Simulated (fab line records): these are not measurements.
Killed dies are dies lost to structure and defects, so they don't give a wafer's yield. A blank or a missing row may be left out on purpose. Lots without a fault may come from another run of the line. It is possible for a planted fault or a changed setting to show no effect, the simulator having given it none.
What tool caused it? -- flow sky130 -- 6 lots with 18 wafers sampled at 4 steps, on a route of 708 steps

== WHAT THE GAUGES READ, wafer by wafer ==
SKY_VIA4_THK_MEAS_01.
lot,measured,on,VIA4_HDPCVD_THK (nm)
L986,day 42 14:53,film metro-02,1748 1710 1740
L988,day 43 08:10,film metro-02,1760 1739 1726
L992,day 44 17:42,film metro-02,1728 1735 1728
L996,day 45 13:37,film metro-04,1733 1750 1725
L100,day 46 19:11,film metro-03,1716 1778 2096
L106,day 48 05:53,film metro-03,1747 1753 1766

== WHICH TOOL RAN EACH LOT (tool, then ch and the chambers of the sampled wafers, then the start) ==
lot,SKY_METAL4_SPUTTER_01,SKY_METAL4_SPUTTER_04,SKY_VIA4_HDPCVD_00
L986,"pvd sputter-03, day 40 13:31","pvd sputter-03, day 40 13:35","hdpcvd-02 ch 0,2, day 42 14:41"
L988,"pvd sputter-03, day 41 07:08","pvd sputter-03, day 41 07:13","hdpcvd-01 ch 0,1,2, day 43 07:59"
L992,"pvd sputter-02, day 42 18:06","pvd sputter-02, day 42 18:11","hdpcvd-02 ch 1,2, day 44 17:30"
L996,"pvd sputter-02, day 43 15:55","pvd sputter-02, day 43 16:00","hdpcvd-02 ch 0,2, day 45 13:26"
L100,"pvd sputter-03, day 44 22:56","pvd sputter-03, day 44 23:01","hdpcvd-01 ch 0,1,2, day 46 18:59"
L106,"pvd sputter-02, day 46 12:16","pvd sputter-02, day 46 12:20","hdpcvd-02 ch 0,2, day 48 05:41"
- SKY_METAL4_SPUTTER_01: material TiN, target thk 20 nm, time 16.7 s.
- SKY_METAL4_SPUTTER_04: material TiN, target thk 70 nm, time 58.3 s.
- SKY_VIA4_HDPCVD_00: deposits SiO2, target thk 1750 nm, time 291.7 s.

== THE ANSWER, worked out from the rows above alone ==
Rule: what is usual is taken from the lots themselves. The widest of any qualifying gaps counts: lots, ordered by their means at a reading, are off when they make up no more than a third of the lots, leave a main group of 4 or more, and stand apart from it by 3 or more times the standard deviation of that group's means. The tables above print the reading to a certain number of digits; a main group whose means all agree to those digits is not used. Also off: a lot with no number at a reading for which 4 or more lots have one. Where the step has rows for the other lots, those lots are counted as sound.
Off: at SKY_VIA4_THK_MEAS_01 (VIA4_HDPCVD_THK), L100. The main group has a mean of 1739 nm with a standard deviation of 8.9.
If a tool, at a process step before that reading, ran all the lots that are off and no sound lot after the first of them, it fits. The gauges at SKY_VIA4_THK_MEAS_01 are tried like those tools. Undecided on this evidence; 2 tools fit (pvd sputter-03 at SKY_METAL4_SPUTTER_01 and SKY_METAL4_SPUTTER_04, hdpcvd-01 at SKY_VIA4_HDPCVD_00).

== WHAT WAS PUT IN BY THE SIMULATOR ==
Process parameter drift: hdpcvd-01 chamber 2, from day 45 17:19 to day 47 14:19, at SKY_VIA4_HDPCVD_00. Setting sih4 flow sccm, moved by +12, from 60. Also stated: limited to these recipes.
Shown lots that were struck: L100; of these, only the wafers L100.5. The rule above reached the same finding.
